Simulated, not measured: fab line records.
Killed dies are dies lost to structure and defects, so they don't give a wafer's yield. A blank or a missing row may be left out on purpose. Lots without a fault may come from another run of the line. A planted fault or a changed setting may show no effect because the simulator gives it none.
A struck lot beside a sound one / flow sky130 / 17 out of 708 route steps
Sound: these wafers, L173.1, L173.2, L173.4. Struck: wafer L186.3 (L186.1, L186.6, from the same lot, were not struck and are left out); the cause is given at the end.
Per side, at each step with rows, come the tool, then ch with its chambers, and then its first start. Under that, the readings that differ: sound wafers / struck wafers / difference of the means / sigmas: that difference in standard deviations of wafers without a fault.
alike: readings whose means differ by less than 2 such deviations, and words and numbers that are the same on both sides. not compared: withheld readings, readings that some wafer has no value for, bounds like >300 that may hide the same value, and numbers for which the record gives no deviation and whose values overlap.
Wherever a step has rows on one side only, a row that says differs or no value, or a row with sigmas, the two part there. Numbers that have no deviation but don't overlap get no sigmas and don't part them. A reading that every wafer of one side lacks parts them only if that side has two wafers or more.

SKY_VIA1_CMP_02: polishes SiO2.
  sound on cmp-01 ch 0,1,2, day 34 06:11; struck on cmp-02 ch 3, day 38 08:53
  alike: motor-current-A
SKY_VIA1_BOW_MEAS_03:
  struck on film-metro-04, day 38 09:11; sound on film-metro-04, day 34 06:29
  alike: VIA1_BOW
then, 8 steps without rows for these wafers: SKY_VIA1_DEHYDRATE_04 (time 60 s); SKY_VIA1_HMDS_05 (prime time 60 s); SKY_VIA1_COAT_06 (resist thk 60 nm); SKY_VIA1_COAT_07 (resist thk 450 nm); SKY_VIA1_SOFTBAKE_08 (time 90 s); SKY_VIA1_EXPOSE_09 (exposes mask VIM, target cd 150 nm); SKY_VIA1_PEB_10; SKY_VIA1_DEVELOP_11 (develop time 60 s).
SKY_VIA1_CD_MEAS_12: the cd target is 150 nm.
  struck on cd-sem-02, day 39 10:22; sound on cd-sem-02, day 35 08:36
  alike: cd-nm
SKY_VIA1_OVL_MEAS_13:
  struck on overlay-01, day 39 10:29; sound on overlay-02, day 35 08:43
  alike: VIA1_OVL
SKY_VIA1_ETCH_14: etches BARC in N2/H2, stops on SiO2, time 45.9 s, target depth 60 nm.
  sound on rie-diel-01 ch 0,1,3, day 35 08:46; struck on rie-diel-01 ch 0, day 39 10:32
reading=rf-fwd-power-W (W); sound=498.0 490.3 494.6; struck=575.0; difference=+80.7; sigmas=+31
reading=rf-hours-counter-h (h); sound=6 6 21; struck=24; difference=+13; sigmas=
reading=model.KrF-thick_of_VIA1_COAT_07.thk-nm (nm); sound=390 389.4 390.3; struck=382.5; difference=-7.4; sigmas=
  alike: drypump-motor-current-A, n2-flow-sccm, oes-product-au, throttle-valve-pct
SKY_VIA1_ETCH_15: etches SiO2 in C4F8/O2/Ar, stops on TiN, target depth 351 nm, time 54 s.
  sound on rie-diel-01 ch 0,1,3, day 35 08:48; struck on rie-diel-01 ch 0, day 39 10:34
reading=rf-hours-counter-h (h); sound=6 6 21; struck=24; difference=+13; sigmas=
reading=model.KrF-thick_of_VIA1_COAT_07.thk-nm (nm); sound=319.7 318.9 320.4; struck=311.8; difference=-7.9; sigmas=
  alike: oes-product-au, rf-fwd-power-W
SKY_VIA1_STRIP_16: strips in O2/N2.
  sound on plasma-asher-01 ch 0,1, day 35 08:50; struck on plasma-asher-01 ch 0, day 39 10:37
reading=strip-time-to-endpoint-s (s); sound=4.426 4.413 4.447; struck=4.359; difference=-0.070; sigmas=-3
  alike: drypump-motor-current-A, n2-flow-sccm, o2-flow-sccm, oes-product-au
  not compared: rf-hours-counter-h
then, 1 step without rows for these wafers: SKY_VIA1_STRIP_17 (strips in post etch residue remover, time 1200 s).
-- the record jumps here: 11 days lie between the struck wafers' starts before and after (it left off in module VIA1 and takes up again in module PAD_OPEN, whose first step shown is number 708 of the route) --
SKY_PAD_OPEN_PROBE_99:
  struck on prober-02, day 50 00:50; sound on prober-01, day 46 21:10
reading=killed_at_M4_up; sound=2 10 2; struck=1; difference=-4; sigmas=-2
reading=killed-open; sound=57 50 58; struck=38; difference=-17; sigmas=-2
  alike: defect-limited-yield, killed_at_M0_to_M3, killed-at-contacts, killed-at-front-end, killed-at-other, killed-dies, killed-short, sort_bin_3_pad_short, sort_bin_5_function, sort_bin_6_memory, sort-n-pass, sort-yield-pct

WHERE THEY PART
Last at SKY_PAD_OPEN_PROBE_99 as far as this record goes, first at SKY_VIA1_ETCH_14.

WHY: what the simulator had put in
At SKY_VIA1_ETCH_14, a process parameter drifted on rie-diel-01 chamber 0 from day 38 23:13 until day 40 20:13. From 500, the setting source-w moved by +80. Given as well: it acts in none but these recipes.
